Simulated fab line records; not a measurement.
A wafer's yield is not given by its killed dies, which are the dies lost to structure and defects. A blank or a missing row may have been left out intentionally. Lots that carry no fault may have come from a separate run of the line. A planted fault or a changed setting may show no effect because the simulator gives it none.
Which tool was responsible? | flow sky130 | 6 lots with 18 wafers sampled at 2 steps, on a route of 708 steps

WHAT THE GAUGES SHOWED, per wafer
SKY_CAP2M_OVL_MEAS_12.
lot  | measured     | on         | CAP2M_OVL (nm)
L883 | day 41 05:25 | overlay-02 | 0.1 -0.4 -1.4
L884 | day 41 23:07 | overlay-01 | 2.9 3.4 1.7
L887 | day 42 13:35 | overlay-01 | 1.5 1.3 2.1
L890 | day 43 18:17 | overlay-01 | 1.4 0.8 0.3
L898 | day 45 14:17 | overlay-01 | -0.1 -0.4 -0.6
L903 | day 47 03:07 | overlay-02 | 0.6 0.8 -0.2

EACH LOT AND THE TOOL THAT RAN IT (in order: tool; ch and the chambers of the sampled wafers; start)
lot  | SKY_METAL4_SPUTTER_00
L883 | pvdSputter-01, day 40 04:10
L884 | pvdSputter-01, day 40 21:53
L887 | pvdSputter-01, day 41 12:52
L890 | pvdSputter-02, day 42 19:20
L898 | pvdSputter-01, day 44 16:07
L903 | pvdSputter-03, day 46 06:32
- SKY_METAL4_SPUTTER_00: material Ti, target thk 15 nm, time 10 s.

THE ANSWER, worked out from the rows above alone
Rule: the usual values come from the lots themselves. The widest of any qualifying gaps counts: lots, ordered by their means at a reading, are off when they make up no more than a third of the lots, leave a main group of 4 or more, and stand apart from it by 3 or more times the standard deviation of that group's means. A main group is skipped when, at the precision printed for the reading in the tables above, its means are all equal. Also off: a lot with no number at a reading for which 4 or more lots have one. The other lots that the step has rows for count as sound.
Nothing can be told from this: no lot is off at any reading shown.

WHAT HAD BEEN PUT IN BY THE SIMULATOR
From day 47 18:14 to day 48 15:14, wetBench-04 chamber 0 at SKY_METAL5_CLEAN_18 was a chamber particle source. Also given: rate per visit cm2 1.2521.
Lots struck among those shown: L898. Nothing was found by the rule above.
